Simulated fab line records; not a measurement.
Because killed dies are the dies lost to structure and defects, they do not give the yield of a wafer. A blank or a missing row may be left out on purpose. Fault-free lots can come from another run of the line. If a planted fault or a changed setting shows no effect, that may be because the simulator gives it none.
Which of the tools did it? -- flow gf180mcu -- 12 lots, 36 wafers sampled, at 6 steps of a route of 602

== WHAT THE GAUGES READ, wafer by wafer ==
GF_DUAL_GATE_OVL_MEAS_11.
lot,measured,on,DUAL_GATE_OVL (nm)
L901,day 8 08:51,overlay-01,2.6 4.5 1.2
L902,day 8 13:35,overlay-01,-0.6 0.8 -0.4
L903,day 8 21:09,overlay-02,1.7 0.3 -1.7
L904,day 9 05:45,overlay-01,0.8 1.5 0.2
L909,day 10 15:29,overlay-02,2.1 2.7 1.7
L912,day 11 16:07,overlay-02,1.3 0.2 -2.0
L917,day 12 22:59,overlay-01,0.1 -1.9 -1.8
L918,day 13 02:32,overlay-01,2.9 3.2 1.8
L920,day 13 18:30,overlay-02,1.3 1.3 2.4
L921,day 14 00:44,overlay-02,0.1 -1.0 -0.1
L922,day 14 08:28,overlay-01,1.4 1.1 2.1
L923,day 14 14:46,overlay-02,1.1 2.6 0.7

GF_HV_LDD_OVL_MEAS_20.
lot,measured,on,HV_LDD_01_OVL (nm)
L901,day 10 19:06,overlay-02,0.0 1.6 3.1
L902,day 10 23:45,overlay-01,2.1 2.4 0.9
L903,day 11 08:09,overlay-02,-1.0 0.9 0.1
L904,day 11 19:30,overlay-01,0.0 -0.4 0.1
L909,day 13 07:51,overlay-02,1.0 1.5 0.7
L912,day 14 10:39,overlay-02,1.0 2.0 3.0
L917,day 15 20:53,overlay-02,0.5 0.9 -1.7
L918,day 15 22:52,overlay-01,-1.9 -1.3 0.0
L920,day 16 19:27,overlay-01,-0.4 0.3 0.8
L921,day 17 01:11,overlay-01,2.2 2.1 2.2
L922,day 17 08:29,overlay-01,1.5 0.2 0.4
L923,day 17 15:05,overlay-01,0.8 1.0 1.5

GF_HV_LDD_CD_MEAS_31 targets a cd of 400 nm.
lot,measured,on,cd-nm (nm)
L901,day 11 13:04,cd-sem-01,400.7 401.6 404.9
L902,day 11 18:19,cd-sem-01,394.6 395.6 397.5
L903,day 12 02:43,cd-sem-01,399.0 399.6 397.4
L904,day 12 14:40,cd-sem-02,401.4 400.8 400.6
L909,day 14 04:26,cd-sem-01,400.4 398.3 398.9
L912,day 15 08:08,cd-sem-02,401.0 398.4 400.3
L917,day 16 18:40,cd-sem-02,398.6 400.6 401.6
L918,day 16 20:52,cd-sem-02,400.5 398.6 397.6
L920,day 17 18:35,cd-sem-01,397.9 398.8 397.2
L921,day 18 00:04,cd-sem-02,400.7 399.4 397.7
L922,day 18 08:04,cd-sem-02,398.4 396.3 397.1
L923,day 18 14:13,cd-sem-01,401.1 400.6 400.9

GF_HV_LDD_TW_MEAS_38.
lot,measured,on,HV_LDD_3_TW
L901,day 11 13:56,film-metro-04,1429 1429 1431
L902,day 11 19:10,film-metro-01,1464 1463 1457
L903,day 12 03:34,film-metro-01,1475 1471 1471
L904,day 12 15:32,film-metro-01,1465 1476 1471
L909,day 14 05:15,film-metro-01,1462 1469 1464
L912,day 15 08:59,film-metro-04,1309 1304 1301
L917,day 16 19:32,film-metro-03,1431 1421 1427
L918,day 16 21:43,film-metro-01,1464 1464 1464
L920,day 17 19:27,film-metro-01,1464 1475 1468
L921,day 18 00:55,film-metro-03,1431 1429 1427
L922,day 18 08:55,film-metro-03,1421 1428 1426
L923,day 18 15:04,film-metro-04,1416 1421 1418

== WHICH TOOL RAN EACH LOT (tool, then ch and the chambers of the sampled wafers, then the start) ==
lot,GF_HV_LDD_STRIP_22,GF_HV_LDD_STRIP_37
L901,"plasma-asher-03 ch 0,1, day 10 19:17","plasma-asher-01 ch 0,1, day 11 13:50"
L902,"plasma-asher-01 ch 0,1, day 11 00:29","plasma-asher-03 ch 0,1, day 11 19:04"
L903,"plasma-asher-02 ch 0,1, day 11 08:20","plasma-asher-01 ch 0,1, day 12 03:28"
L904,"plasma-asher-03 ch 0,1, day 11 19:41","plasma-asher-02 ch 0,1, day 12 15:26"
L909,"plasma-asher-01 ch 0,1, day 13 08:03","plasma-asher-02 ch 0,1, day 14 05:09"
L912,"plasma-asher-01 ch 0,1, day 14 10:50","plasma-asher-01 ch 0,1, day 15 08:52"
L917,"plasma-asher-02 ch 0,1, day 15 21:04","plasma-asher-02 ch 0,1, day 16 19:26"
L918,"plasma-asher-03 ch 0,1, day 15 23:03","plasma-asher-03 ch 0,1, day 16 21:37"
L920,"plasma-asher-01 ch 0,1, day 16 19:38","plasma-asher-03 ch 0,1, day 17 19:20"
L921,"plasma-asher-01 ch 0,1, day 17 01:22","plasma-asher-02 ch 0,1, day 18 00:49"
L922,"plasma-asher-01 ch 0,1, day 17 08:41","plasma-asher-03 ch 0,1, day 18 08:49"
L923,"plasma-asher-02 ch 0,1, day 17 15:16","plasma-asher-01 ch 0,1, day 18 14:58"
- GF_HV_LDD_STRIP_22: strips in O2/N2.
- GF_HV_LDD_STRIP_37: strips in O2/N2.

== WHAT THE TOOLS THEMSELVES READ (means of the sampled wafers that have a number; where no wafer has one, the mark that the record gives instead) ==
GF_HV_LDD_STRIP_22.
lot,tool,drypump-motor-current-A (A),heater-power-w (W),oes-product-au (a.u.),strip-time-to-endpoint-s (s)
L901,plasma-asher-03,5.6,338,0.715,12.61
L902,plasma-asher-01,5.2,372,0.715,12.63
L903,plasma-asher-02,6.1,342,0.715,12.65
L904,plasma-asher-03,5.8,360,0.717,12.68
L909,plasma-asher-01,5.2,377,0.716,12.61
L912,plasma-asher-01,5.2,374,0.958,-
L917,plasma-asher-02,6.1,338,0.718,12.62
L918,plasma-asher-03,5.9,355,0.714,12.64
L920,plasma-asher-01,5.2,371,0.718,12.65
L921,plasma-asher-01,5.5,377,0.713,12.60
L922,plasma-asher-01,5.1,381,0.715,12.66
L923,plasma-asher-02,6.1,344,0.719,12.72

GF_HV_LDD_STRIP_37.
lot,tool,drypump-motor-current-A (A),heater-power-w (W),oes-product-au (a.u.),strip-time-to-endpoint-s (s)
L901,plasma-asher-01,5.1,379,0.716,12.61
L902,plasma-asher-03,5.9,353,0.717,12.60
L903,plasma-asher-01,5.1,377,0.719,12.59
L904,plasma-asher-02,5.9,353,0.717,12.66
L909,plasma-asher-02,6.0,365,0.716,12.61
L912,plasma-asher-01,5.5,377,0.718,13.83
L917,plasma-asher-02,5.9,360,0.719,12.66
L918,plasma-asher-03,5.9,353,0.718,12.65
L920,plasma-asher-03,5.9,353,0.716,12.59
L921,plasma-asher-02,6.0,359,0.716,12.64
L922,plasma-asher-03,5.9,355,0.712,12.64
L923,plasma-asher-01,5.1,374,0.714,12.67

== THE ANSWER, worked out from the rows above alone ==
Rule: what is usual is taken from the lots themselves. Put in order of their means at a reading, lots are off if they are a third of the lots or fewer, leave a main group of 4 or more, and stand apart from it by a gap of 3 or more times the standard deviation of the main group's means; of several such gaps the widest counts. The tables above print the reading to a certain number of digits; a main group whose means all agree to those digits is not used. Also off: a lot with no number at a reading for which 4 or more lots have one. Where the step has rows for the other lots, those lots are counted as sound. Order of review: gauges by route order, followed by the tools' own readings, for which a lot's mean as printed above is used. At the first step where some lot is off, the reading lying furthest off is the one used; lots without a number count as furthest.
Off: at GF_HV_LDD_TW_MEAS_38 (HV_LDD_3_TW), L912. For the main group the mean is 1448 and the standard deviation 21.
If a tool, at a process step before that reading, ran all the lots that are off and no sound lot after the first of them, it fits. The gauges at GF_HV_LDD_TW_MEAS_38 aren't tried: what is off there is off at GF_HV_LDD_STRIP_22 too, on other tools, and a gauge's error can't cause that. No candidate that was tried fits.

== WHAT THE SIMULATOR HAD INSERTED ==
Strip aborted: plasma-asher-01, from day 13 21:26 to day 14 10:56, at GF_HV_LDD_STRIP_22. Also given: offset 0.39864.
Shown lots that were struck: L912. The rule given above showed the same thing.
